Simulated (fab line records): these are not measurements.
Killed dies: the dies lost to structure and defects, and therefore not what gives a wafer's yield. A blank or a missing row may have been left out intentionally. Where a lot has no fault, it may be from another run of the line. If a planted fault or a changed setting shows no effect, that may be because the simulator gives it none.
Which of the tools did it? + flow gf180mcu + 6 lots, 18 wafers sampled, at 3 steps of a route of 602

## WHAT THE GAUGES SHOWED, per wafer
GF_MVPSD_TW_MEAS_11.
| lot  | measured    | on            | MVPSD_TW          |
|------|-------------|---------------|-------------------|
| L551 | day 6 00:44 | film_metro-01 | 557.1 557.6 556.8 |
| L553 | day 6 14:19 | film_metro-02 | 552.7 553.3 552.1 |
| L557 | day 7 15:25 | film_metro-03 | 551.1 555.6 554.7 |
| L560 | day 8 12:26 | film_metro-01 | 558.6 558.4 557.4 |
| L563 | day 9 03:13 | film_metro-03 | 652.1 649.9 652.2 |
| L565 | day 9 14:49 | film_metro-01 | 648.7 649.6 645.0 |

## WHAT TOOL EACH LOT RAN ON (gives the tool, then ch and the chambers of the sampled wafers, and finally the start)
| lot  | GF_STI_DEHYDRATE_05              | GF_MVPSD_IMPLANT_09            |
|------|----------------------------------|--------------------------------|
| L551 | litho_track-03 ch 0, day 2 15:23 | implanter-03 ch 0, day 6 00:30 |
| L553 | litho_track-04 ch 0, day 3 00:41 | implanter-01 ch 0, day 6 14:04 |
| L557 | litho_track-03 ch 0, day 3 22:26 | implanter-01 ch 0, day 7 15:11 |
| L560 | litho_track-01 ch 0, day 4 12:58 | implanter-01 ch 0, day 8 12:11 |
| L563 | litho_track-01 ch 0, day 5 03:58 | implanter-01 ch 0, day 9 02:58 |
| L565 | litho_track-04 ch 0, day 5 14:38 | implanter-04 ch 0, day 9 14:34 |
- GF_STI_DEHYDRATE_05: time 61.87 s.
- GF_MVPSD_IMPLANT_09

## THE ANSWER, worked out from the rows above alone
Rule: the usual values come from the lots themselves. Put in order of their means at a reading, lots are off if they are a third of the lots or fewer, leave a main group of 4 or more, and stand apart from it by a gap of 3 or more times the standard deviation of the main group's means; of several such gaps the widest counts. A main group is skipped when, at the precision printed for the reading in the tables above, its means are all equal. Also off: a lot with no number at a reading for which 4 or more lots have one. The other lots that the step has rows for count as sound.
Off: L563, L565, seen at GF_MVPSD_TW_MEAS_11 (MVPSD_TW). For the main group the mean is 555.5 and the standard deviation 2.3.
A tool fits if, at a process step before that reading, it ran every lot that is off, and no sound lot after the first of them. Gauges at GF_MVPSD_TW_MEAS_11: tried the same way as those tools. Of those tried, none fits.

## WHAT THE SIMULATOR HAD INSERTED
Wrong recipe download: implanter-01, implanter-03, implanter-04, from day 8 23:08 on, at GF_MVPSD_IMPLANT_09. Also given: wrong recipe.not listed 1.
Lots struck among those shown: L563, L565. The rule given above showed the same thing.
